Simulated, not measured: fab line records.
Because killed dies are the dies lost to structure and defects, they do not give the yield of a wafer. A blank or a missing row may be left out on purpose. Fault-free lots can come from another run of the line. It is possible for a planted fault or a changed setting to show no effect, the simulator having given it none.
2 desks, one fault || flow gf180mcu || every desk sees just its own numbers, and what lay behind them comes last

## AT THE TOOL OWNER'S DESK: plasma_asher-03
The tool's own readings at GF_HV_LDD_STRIP_22 (strips in O2/N2): means of the sampled wafers that have a number, for each lot that ran on this tool. A lot is out of limits, marked OUT, if its mean lies more than 4 standard deviations from the usual mean; the brackets give that distance.
Columns: A = drypump_motor_current_A at GF_HV_LDD_STRIP_22, usual 6.0 A; B = heater_power_w at GF_HV_LDD_STRIP_22, usual 310 W; C = n2_flow_sccm at GF_HV_LDD_STRIP_22, usual 300.0 sccm; D = oes_product_au at GF_HV_LDD_STRIP_22, usual 0.716 a.u.; E = platen_temp_c at GF_HV_LDD_STRIP_22, usual 250.01 C; F = strip_time_to_endpoint_s at GF_HV_LDD_STRIP_22, usual 12.620 s
{"lot": "L784", "first seen here": "day 12 08:04", "A": 5.1, "B": 302, "C": 300.7, "D": 0.718, "E": 250.02, "F": 12.655}
{"lot": "L786", "first seen here": "day 12 19:07", "A": 5.9, "B": 315, "C": 300.1, "D": 0.721, "E": 250.08, "F": 12.640}
{"lot": "L787", "first seen here": "day 12 22:40", "A": 5.5, "B": 307, "C": 299.0, "D": 0.712, "E": 249.85, "F": 12.617}
{"lot": "L788", "first seen here": "day 13 01:50", "A": 5.9, "B": 314, "C": 300.0, "D": 0.717, "E": 250.06, "F": 12.631}
{"lot": "L789", "first seen here": "day 13 12:05", "A": 6.3, "B": 345, "C": 299.9, "D": "0.752 (+8.3) OUT", "E": "258.73 (+46) OUT", "F": "10.650 (-68) OUT"}
{"lot": "L790", "first seen here": "day 13 23:16", "A": 5.5, "B": 341, "C": 299.8, "D": "0.755 (+9.0) OUT", "E": "258.86 (+47) OUT", "F": "10.715 (-66) OUT"}
This desk's finding: out of limits on L789, L790; first on L789, day 13 12:05 (oes_product_au at GF_HV_LDD_STRIP_22). Within limits: L784, L786, L787, L788.

## FROM THE METROLOGY DESK
Lot by lot, what the gauges showed, no matter which tool ran the lot: averages of those sampled wafers that carry a number. A lot is out of limits, marked OUT, if its mean lies more than 4 standard deviations from the usual mean; the brackets give that distance.
Columns: A = POLY_GATE_OXIDATION_THK at GF_POLY_GATE_THK_MEAS_17, usual 4.00 nm; B = cd_nm at GF_HV_LDD_CD_MEAS_46, usual 399.9 nm
{"lot": "L781", "first seen here": "day 9 16:06", "A": 4.02, "B": 398.8}
{"lot": "L782", "first seen here": "day 10 00:26", "A": 3.89, "B": 397.2}
{"lot": "L783", "first seen here": "day 10 06:59", "A": 3.94, "B": 398.4}
{"lot": "L784", "first seen here": "day 10 17:15", "A": 3.95, "B": 399.3}
{"lot": "L786", "first seen here": "day 11 02:46", "A": 4.05, "B": 402.7}
{"lot": "L787", "first seen here": "day 11 07:04", "A": 4.01, "B": 393.6}
{"lot": "L788", "first seen here": "day 11 11:17", "A": 3.98, "B": 402.4}
{"lot": "L789", "first seen here": "day 11 20:33", "A": 4.01, "B": 400.4}
{"lot": "L790", "first seen here": "day 12 06:59", "A": 4.07, "B": 398.4}
{"lot": "L791", "first seen here": "day 12 14:30", "A": 4.14, "B": 405.0}
{"lot": "L800", "first seen here": "day 15 07:58", "A": 3.95, "B": 399.5}
{"lot": "L801", "first seen here": "day 15 10:14", "A": 3.95, "B": 397.3}
{"lot": "L803", "first seen here": "day 16 10:54", "A": 4.08, "B": 401.5}
This desk's finding: nothing out of limits on any of the 13 lots.

## ALL TOGETHER
The tool owner's desk could have raised an alarm at day 13 12:05, on L789, L790.
From the metrology desk's view, nothing was out of limits.
The metrology desk holds a record of L789, L790, inside its limits.
All the named lots went through GF_HV_LDD_STRIP_22 on plasma_asher-03.

## WHAT HAD BEEN PUT IN BY THE SIMULATOR
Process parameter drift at GF_HV_LDD_STRIP_22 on plasma_asher-03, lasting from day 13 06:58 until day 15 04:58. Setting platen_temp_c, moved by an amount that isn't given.
Struck lots among those shown: L789, L790.
How many hours passed from the start of the fault until each desk's first out-of-limits reading: the tool owner's desk, 5.
